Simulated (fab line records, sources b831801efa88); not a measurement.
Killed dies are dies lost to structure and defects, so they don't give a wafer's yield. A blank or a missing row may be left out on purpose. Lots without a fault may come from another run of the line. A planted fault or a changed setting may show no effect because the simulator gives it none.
A struck lot beside a sound one | flow gf180mcu | 43 steps out of a route of 602
Sound: wafers L144.2, L144.3, L144.5. Struck: wafers L133.1, L133.2, L133.3. The cause comes at the end.
At each step with rows: each side's tool, then ch and its chambers, then its first start. Under that, the readings that differ: sound wafers | struck wafers | difference of the means | sigmas: that difference in standard deviations of wafers without a fault.
alike: readings whose means differ by less than 2 such deviations, and words and numbers that are the same on both sides. not compared: withheld readings, readings that some wafer has no value for, bounds like >300 that may hide the same value, and numbers for which the record gives no deviation and whose values overlap.
The two part at a step that has a row with sigmas, a row that says differs or no value, or rows on one side only. Numbers that don't overlap but have no deviation are shown without sigmas and don't part them. A reading that every wafer of one side lacks parts them only if that side has two wafers or more.

first, 10 steps without rows for these wafers: GF_NWELL_COAT_02 (resist thk 3000 nm); GF_NWELL_SOFTBAKE_03; GF_NWELL_EXPOSE_04 (exposes mask Nwell, target cd 860 nm); GF_NWELL_PEB_05; GF_NWELL_DEVELOP_06 (develop time 60 s); GF_NWELL_IMPLANT_08; GF_NWELL_IMPLANT_09; GF_NWELL_STRIP_10 (strips in O2/N2); GF_LVPWELL_DEHYDRATE_00 (time 60 s); GF_LVPWELL_HMDS_01 (prime time 60 s).
GF_LVPWELL_COAT_02: resist thk 3000 nm.
  sound on litho_track-04 ch 0, day 7 18:38; struck on litho_track-02, day 5 03:11
  no value came back on the struck wafers for chill_plate_temp_C (C), dispense_pressure_kPa (kPa); on the sound wafers chill_plate_temp_C (C) reads 23.05 22.81 22.84
then, 4 steps without rows for these wafers: GF_LVPWELL_SOFTBAKE_03; GF_LVPWELL_EXPOSE_04 (exposes mask LVPWELL, target cd 600 nm); GF_LVPWELL_PEB_05; GF_LVPWELL_DEVELOP_06 (develop time 60 s).
GF_LVPWELL_OVL_MEAS_07:
  sound on overlay-02, day 8 02:44; struck on overlay-01, day 5 10:14
  reading          | sound         | struck | difference                    | sigmas
  LVPWELL_OVL (nm) | -3.1 1.3 -0.4 | - - -  | no value on the struck wafers |
then, 13 steps without rows for these wafers: GF_LVPWELL_IMPLANT_08; GF_LVPWELL_IMPLANT_09; GF_LVPWELL_STRIP_10 (strips in O2/N2); GF_MVSD_DEHYDRATE_00 (time 60 s); GF_MVSD_HMDS_01 (prime time 60 s); GF_MVSD_COAT_02 (resist thk 3000 nm); GF_MVSD_SOFTBAKE_03; GF_MVSD_EXPOSE_04 (exposes mask MVSD, target cd 1000 nm); GF_MVSD_PEB_05; GF_MVSD_DEVELOP_06 (develop time 60 s); GF_MVSD_IMPLANT_08; GF_MVSD_IMPLANT_09; GF_MVSD_STRIP_10 (strips in O2/N2).
GF_MVSD_TW_MEAS_11:
  sound on film_metro-04, day 8 20:19; struck on film_metro-03, day 6 01:33
  reading | sound          | struck         | difference | sigmas
  MVSD_TW | 1581 1580 1571 | 1618 1614 1620 | +40        | +5
then, 7 steps without rows for these wafers: GF_MVPSD_DEHYDRATE_00 (time 60 s); GF_MVPSD_HMDS_01 (prime time 60 s); GF_MVPSD_COAT_02 (resist thk 3000 nm); GF_MVPSD_SOFTBAKE_03; GF_MVPSD_EXPOSE_04 (exposes mask MVPSD, target cd 1000 nm); GF_MVPSD_PEB_05; GF_MVPSD_DEVELOP_06 (develop time 60 s).
GF_MVPSD_TW_MEAS_11:
  sound on film_metro-01, day 9 13:34; struck on film_metro-03, day 6 17:12
  reading  | sound       | struck      | difference | sigmas
  MVPSD_TW | 549 549 549 | 702 699 703 | +152       | +45
GF_VT_IMPLANT_TW_MEAS_10:
  sound on film_metro-02, day 10 07:34; struck on film_metro-01, day 7 08:34
  reading       | sound       | struck      | difference | sigmas
  VT_IMPLANT_TW | 552 551 553 | 696 693 694 | +142       | +25
GF_VT_IMPLANT_TW_MEAS_21:
  sound on film_metro-03, day 11 01:58; struck on film_metro-01, day 8 00:15
  alike: VT_IMPLANT_2_TW
GF_VT_IMPLANT_TW_MEAS_32:
  sound on film_metro-03, day 11 20:40; struck on film_metro-01, day 8 16:42
  reading         | sound             | struck            | difference | sigmas
  VT_IMPLANT_3_TW | 269.0 268.5 268.5 | 575.2 576.7 574.4 | +306.8     | +99 or more
GF_VT_IMPLANT_TW_MEAS_43:
  sound on film_metro-02, day 12 16:43; struck on film_metro-03, day 9 09:51
  reading         | sound       | struck      | difference | sigmas
  VT_IMPLANT_4_TW | 680 684 685 | 796 793 790 | +110       | +15
-- the record jumps here: 22 days lie between the struck wafers' starts before and after (it left off in module VT_IMPLANT and takes up again in module PASSIVATION, whose first step shown is number 602 of the route) --
GF_PASSIVATION_PROBE_99:
  the record has rows for the struck wafers here (prober-02, day 31 04:08) and none for the sound ones

WHERE THEY PART
First at GF_LVPWELL_COAT_02; last, within this record, at GF_PASSIVATION_PROBE_99.

WHY: what the simulator had put in
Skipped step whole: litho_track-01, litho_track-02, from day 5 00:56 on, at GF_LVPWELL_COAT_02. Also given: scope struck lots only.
